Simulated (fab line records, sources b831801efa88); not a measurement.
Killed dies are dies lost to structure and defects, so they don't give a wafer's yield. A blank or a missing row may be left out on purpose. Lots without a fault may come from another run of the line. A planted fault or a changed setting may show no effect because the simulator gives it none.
fab line records | flow sfq_line
record lots=7 wafers=21 last_day=84
route steps=325 shown M1@62 I1@73
lots that met no fault: from a run of the same line without faults
start_h: hours from the record's first day to the start of the lot's first wafer shown | wait_h: hours since the lot's step before | " the same as in the row above | L1.1+2: a row that stands for several wafers | - no value, or no start given | * or withheld: withheld | < > ~ a bound
route shown NAME@n: a module of which the file shows steps, and the number in the route of the first | usual: mean/standard deviation of fault-free wafers | same: alike in all rows | chamber/n: place in a boat | sites: the reading at each site | _std_site: their standard deviation | _edge_site: outer sites' mean less inner sites' | radius_mm: how far each site lies from the wafer's centre | mask NAME#n: copy n | behind: the tool/chamber that last shaped the wafer | hold: why the lot was held/for how many hours/how that ended | device: the transistor (n, p or np) that didn't switch | end of line: the same wafers' tests at the end of the route | a step without rows: its recipe alone | killed: dies lost to structure and defects at the first sort, not the wafer's yield | map: a wafer's dies, x killed, . not, _ none there
set.NAME: the setting as run; set.NAME@STEP: as run at that earlier step | model.NAME: the simulator's own value behind a step, which no gauge read
lots at some steps of the route; a table a step, a row a wafer
services: from which hour (start_h, from the record's first day; less than 0 if before it) a tool's chamber was out of use, for how many hours, and why
## steps
# step SFQ_TRILAYER_M1_LITHO_COAT_044
# recipe resist=BARC spin_rpm=3000 resist_thk_nm=62
# step SFQ_TRILAYER_M1_LITHO_COAT_039
# recipe resist=KrF spin_rpm=3000 resist_thk_nm=600
# step SFQ_TRILAYER_M1_LITHO_SOFTBAKE_043
# recipe temp_c=withheld time_s=withheld resist=KrF
# step SFQ_TRILAYER_M1_LITHO_EXPOSE_040
# recipe mask_id=M1 na=0.6 source_shape=conventional sigma_outer=0.65 target_cd_nm=500 dose_mj=14.4
# step SFQ_TRILAYER_M1_LITHO_PEB_042
# recipe peb_temp_c=115 peb_time_s=61.81 resist=KrF
# usual plate_sensor_t_centre_C=115.95/0.011 plate_sensor_t_edge_C=116.08/0.0095
# columns lot.wafer tool chamber start_h wait_h plate_sensor_t_centre_C plate_sensor_t_edge_C
L539.1 litho_track-02 0 281.51 1.0 115.93 116.09
L539.3 " 0 " " 115.96 116.06
L539.4 " 0 " " 115.95 116.09
L547.1 litho_track-03 0 339.07 1.0 115.95 116.09
L547.4 " 0 " " 115.96 116.09
L547.5 " 0 " " 115.94 116.08
L548.1 litho_track-01 0 355.44 1.0 115.96 116.08
L548.2 " 0 " " 115.95 116.08
L548.4 " 0 " " 115.94 116.08
L549.1 litho_track-02 0 362.64 1.0 115.95 116.08
L549.3 " 0 " " 115.95 116.09
L549.4 " 0 " " 115.93 116.07
L558.1 litho_track-01 0 435.69 1.0 115.94 116.08
L558.2 " 0 " " 115.93 116.07
L558.3 " 0 " " 115.95 116.08
L559.2 litho_track-02 0 442.92 0.8 115.93 116.08
L559.3 " 0 " " 115.94 116.08
L559.4 " 0 " " 115.96 116.09
L562.2 litho_track-03 0 463.32 0.8 115.95 116.08
L562.3 " 0 " " 115.96 116.07
L562.6 " 0 " " 115.94 116.09
# step SFQ_TRILAYER_M1_LITHO_DEVELOP_041
# recipe time_s=60 resist=KrF
# step SFQ_M1_OVL_MEAS_911
# usual M1_OVL=-1/4.6
# columns lot.wafer tool chamber start_h wait_h M1_OVL[nm]
L539.1 overlay-02 - 281.81 0.1 -3
L539.3 " - " " -1
L539.4 " - " " -2
L547.1 overlay-01 - 339.37 0.1 5
L547.4 " - " " 2
L547.5 " - " " 5
L548.1 overlay-02 - 355.74 0.1 0
L548.2 " - " " 5
L548.4 " - " " -5
L549.1 overlay-01 - 362.94 0.1 6
L549.3 " - " " 5
L549.4 " - " " 4
L558.1 overlay-02 - 435.99 0.1 2
L558.2 " - " " 4
L558.3 " - " " 4
L559.2 overlay-01 - 443.20 0.1 -2
L559.3 " - " " -1
L559.4 " - " " 2
L562.2 overlay-02 - 463.60 0.1 -6
L562.3 " - " " -9
L562.6 " - " " -3
# step SFQ_TRILAYER_M1_BARC_OPEN_METAL_ETCH_054
# recipe mask_material=PR chemistry=O2 target_depth_nm=125 target=BARC icp_w=600 bias_w=80 pressure_mtorr=10 time_s=41.7
# usual drypump_motor_current_A=5.5/0.43 oes_product_au=0.686/0.0047
# columns lot.wafer tool chamber start_h wait_h drypump_motor_current_A oes_product_au rf_hours_counter_h
L539.1 rie_metal-02 1 281.85 0.0 5.4 0.696 3
L539.3 " 1 " " 5.4 0.680 -
L539.4 " 0 " " 4.7 0.680 -
L547.1 rie_metal-04 0 339.41 0.0 6.1 0.692 53
L547.4 " 1 " " 5.7 0.689 -
L547.5 " 0 " " 6.1 0.688 -
L548.1 rie_metal-03 0 355.78 0.0 5.5 0.684 150
L548.2 " 1 " " 5.3 0.685 84
L548.4 " 0 " " 5.5 0.684 -
L549.1 rie_metal-03 1 362.98 0.0 5.3 0.688 86
L549.3 " 1 " " 5.3 0.688 -
L549.4 " 1 " " 5.3 0.682 -
L558.1 rie_metal-03 0 436.03 0.0 5.5 0.685 162
L558.2 " 1 " " 5.3 0.685 99
L558.3 " 0 " " 5.5 0.683 -
L559.2 rie_metal-02 1 443.23 0.0 5.4 0.684 34
L559.3 " 1 " " 5.4 0.688 -
L559.4 " 0 " " 4.7 0.687 -
L562.2 rie_metal-03 1 463.65 0.0 5.3 0.680 -
L562.3 " 1 " " 5.3 0.674 -
L562.6 " 1 " " 5.3 0.686 -
# step SFQ_TRILAYER_M1_ETCH_METAL_ETCH_042
# recipe target=Nb stop_on=SiO2 mask_material=PR chemistry=Cl2/Ar target_depth_nm=240 icp_w=600 bias_w=80 pressure_mtorr=10 time_s=120
# usual drypump_motor_current_A=5.5/0.43 oes_product_au=0.894/0.0078
# columns lot.wafer tool chamber start_h wait_h drypump_motor_current_A oes_product_au rf_hours_counter_h
L539.1 rie_metal-02 1 281.91 0.0 5.4 0.907 3
L539.3 " 1 " " 5.4 0.892 -
L539.4 " 0 " " 4.7 0.893 -
L547.1 rie_metal-04 0 339.47 0.0 6.2 0.896 53
L547.4 " 1 " " 5.6 0.893 -
L547.5 " 0 " " 6.1 0.895 -
L548.1 rie_metal-03 0 355.84 0.0 5.5 0.900 150
L548.2 " 1 " " 5.2 0.906 84
L548.4 " 0 " " 5.5 0.902 -
L549.1 rie_metal-03 1 363.10 0.1 5.3 0.903 86
L549.3 " 1 " " 5.3 0.886 -
L549.4 " 1 " " 5.3 0.888 -
L558.1 rie_metal-03 0 436.09 0.0 5.5 0.904 162
L558.2 " 1 " " 5.2 0.903 100
L558.3 " 0 " " 5.5 0.895 -
L559.2 rie_metal-02 1 443.31 0.1 5.4 0.884 34
L559.3 " 1 " " 5.4 0.890 -
L559.4 " 0 " " 4.7 0.881 -
L562.2 rie_metal-03 1 463.79 0.1 5.3 0.885 -
L562.3 " 1 " " 5.3 0.877 -
L562.6 " 1 " " 5.3 0.882 -
# step SFQ_TRILAYER_M1_STRIP_STRIP_043
# recipe gas=O2 power_w=200 platen_temp_c=40 overash_fraction=0.65 chemistry=O2 pressure_mtorr=50
# usual drypump_motor_current_A=5.5/0.43 oes_product_au=1.003/0.0075
# columns lot.wafer tool chamber start_h wait_h drypump_motor_current_A oes_product_au rf_hours_counter_h
L539.1 rie_metal-02 1 282.03 0.1 5.4 1.013 4
L539.3 " 1 " " 5.4 1.005 -
L539.4 " 0 " " 4.7 1.003 -
L547.1 rie_metal-04 0 339.59 0.1 6.1 0.990 54
L547.4 " 1 " " 5.6 0.992 -
L547.5 " 0 " " 6.1 1.004 -
L548.1 rie_metal-03 0 355.97 0.1 5.5 0.997 150
L548.2 " 1 " " 5.3 1.010 84
L548.4 " 0 " " 5.5 0.997 -
L549.1 rie_metal-03 1 363.35 0.2 5.3 1.008 86
L549.3 " 1 " " 5.3 1.012 -
L549.4 " 1 " " 5.3 1.022 -
L558.1 rie_metal-03 0 436.22 0.1 5.5 1.006 163
L558.2 " 1 " " 5.3 1.012 100
L558.3 " 0 " " 5.5 1.007 -
L559.2 rie_metal-02 1 443.48 0.1 5.4 1.013 34
L559.3 " 1 " " 5.4 1.010 -
L559.4 " 0 " " 4.7 1.014 -
L562.2 rie_metal-03 1 464.20 0.4 5.3 1.010 -
L562.3 " 1 " " 5.3 1.004 -
L562.6 " 1 " " 5.3 1.011 -
# step SFQ_TRILAYER_M1_STRIP_SOLV_CLEAN_044
# recipe chemistry=NMP temp_c=70 time_s=600
# step SFQ_TRILAYER_I1_DEP_PECVD_045
# recipe material=SiO2 temp_c=150 time_s=111.11 pressure_torr=2.4 rf_w=183.3 precursor=SiH4/N2O target_thk_nm=500
# usual heater_power_w=99/22 run_length_s=139.1/0.63 throttle_valve_pct=25.0/1.8
# columns lot.wafer tool chamber start_h wait_h heater_power_w run_length_s throttle_valve_pct model.SiO2_of_TRILAYER_I1_DEP_PECVD_045.thk_nm
L539.1 pecvd-01 2 282.81 0.0 79 138.1 22.0 498.7
L539.3 " 0 " " 62 138.8 23.4 493.8
L539.4 " 0 " " 63 139.5 23.7 500.8
L547.1 pecvd-02 2 340.37 0.0 102 134.5 24.5 462.3
L547.4 " 0 " " 111 136.0 24.7 474.3
L547.5 " 2 " " 100 134.5 24.3 480.1
L548.1 pecvd-02 0 356.74 0.0 111 136.6 24.4 487.3
L548.2 " 1 " " 121 134.9 25.3 486.1
L548.4 " 2 " " 101 134.7 24.7 488.7
L549.1 pecvd-02 2 364.72 0.0 89 134.7 24.8 470.4
L549.3 " 1 " " 120 134.9 25.1 473.4
L549.4 " 0 " " 119 135.8 24.6 479.7
L558.1 pecvd-02 1 436.99 0.0 120 139.0 25.8 497.4
L558.2 " 2 " " 90 139.2 25.1 500.7
L558.3 " 0 " " 119 140.2 24.9 502.6
L559.2 pecvd-02 2 444.45 0.0 100 138.5 24.8 495.5
L559.3 " 1 " " 130 139.3 25.9 486.7
L559.4 " 2 " " 105 139.2 24.9 498.9
L562.2 pecvd-01 0 465.37 0.0 69 138.6 23.9 496.1
L562.3 " 2 " " 93 138.4 22.5 488.5
L562.6 " 0 " " 56 138.7 23.9 501.8
# step SFQ_TRILAYER_I1_CMP_CMP_046
# recipe material=SiO2 down_force_psi=3 platen_rpm=60 pad_velocity_m_s=0.94248
# usual edge_zone_pressure_frac=1.000/0.0051 motor_current_A=10.5/0.94 time_to_endpoint_s=212/6.4
# columns lot.wafer tool chamber start_h wait_h edge_zone_pressure_frac motor_current_A time_to_endpoint_s
L539.1 cmp-02 0 293.52 10.7 1.008 10.2 216
L539.3 " 1 " " 1.002 10.2 214
L539.4 " 2 " " 1.005 11.6 219
L547.4 cmp-02 1 352.87 12.4 0.999 10.4 194
L547.1 " 3 353.87 13.5 1.001 11.2 184
L547.5 " 2 355.37 14.9 0.999 11.6 198
L548.4 cmp-02 3 365.37 8.6 0.999 10.6 203
L548.2 " 0 " " 0.994 11.1 209
L548.1 " 1 " " 1.003 10.4 207
L549.4 cmp-01 1 369.41 4.6 1.008 9.4 198
L549.3 " 2 " " 1.003 8.9 195
L549.1 " 3 " " 0.992 9.4 193
L558.3 cmp-01 2 437.07 0.0 0.994 8.0 210
L558.1 " 0 438.07 1.0 0.997 12.5 217
L558.2 " 1 " " 0.995 9.4 209
L559.3 cmp-02 0 445.37 0.9 0.990 11.1 209
L559.4 " 1 " " 1.006 10.5 212
L559.2 " 2 " " 0.999 11.3 213
L562.3 cmp-01 2 465.45 0.0 1.001 8.5 201
L562.2 " 3 " " 1.000 9.6 208
L562.6 " 3 467.95 2.5 0.992 10.1 217
## services
# columns tool chamber start_h hours kind
rie_metal-03 0 259.94 22.7 repair
rie_metal-02 - 264.68 2.8 pm
pecvd-01 2 272.68 7.5 repair
rie_metal-03 - 276.41 28.1 pm
cmp-01 - 290.51 2.2 repair
cmp-01 - 313.74 4.2 pm
rie_metal-03 - 324.33 2.8 pm
pecvd-02 - 352.56 2.8 pm
rie_metal-04 - 357.87 6.5 repair
rie_metal-03 0 359.94 11.6 repair
cmp-02 - 360.39 0.5 repair
cmp-02 - 397.33 1.0 repair
cmp-01 - 407.00 2.2 repair
cmp-01 - 409.24 4.0 pm
cmp-02 - 422.86 0.8 repair
cmp-02 - 423.18 3.5 repair
rie_metal-02 - 428.97 1.4 pm
cmp-02 - 435.12 0.4 repair
cmp-02 - 436.95 0.7 repair
rie_metal-03 0 446.68 - clean
rie_metal-03 0 446.68 - consumable_replace:esc
rie_metal-03 0 446.68 25.3 scheduled_down
rie_metal-03 0 446.68 25.3 vent_cycle
cmp-01 - 456.95 2.0 repair
## key
first_sign step=SFQ_TRILAYER_I1_DEP_PECVD_045 reading=run_length_s direction=down sigmas=6.1 usual=* struck=*
effect none on later readings
model_effect step=SFQ_TRILAYER_I1_DEP_PECVD_045 value=SiO2_of_TRILAYER_I1_DEP_PECVD_045.thk_nm without=495.9 struck=478
met_at SFQ_TRILAYER_I1_DEP_PECVD_045
struck_wafers L547.1,L547.4,L547.5,L548.1,L548.2,L548.4,L549.1,L549.3,L549.4
fault kind=process_parameter_drift tool=pecvd-02 chamber=- onset_h=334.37 steps=SFQ_TRILAYER_I1_DEP_PECVD_045 channel=time_s offset=* shape=step end_h=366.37 acts_in=* stated=*
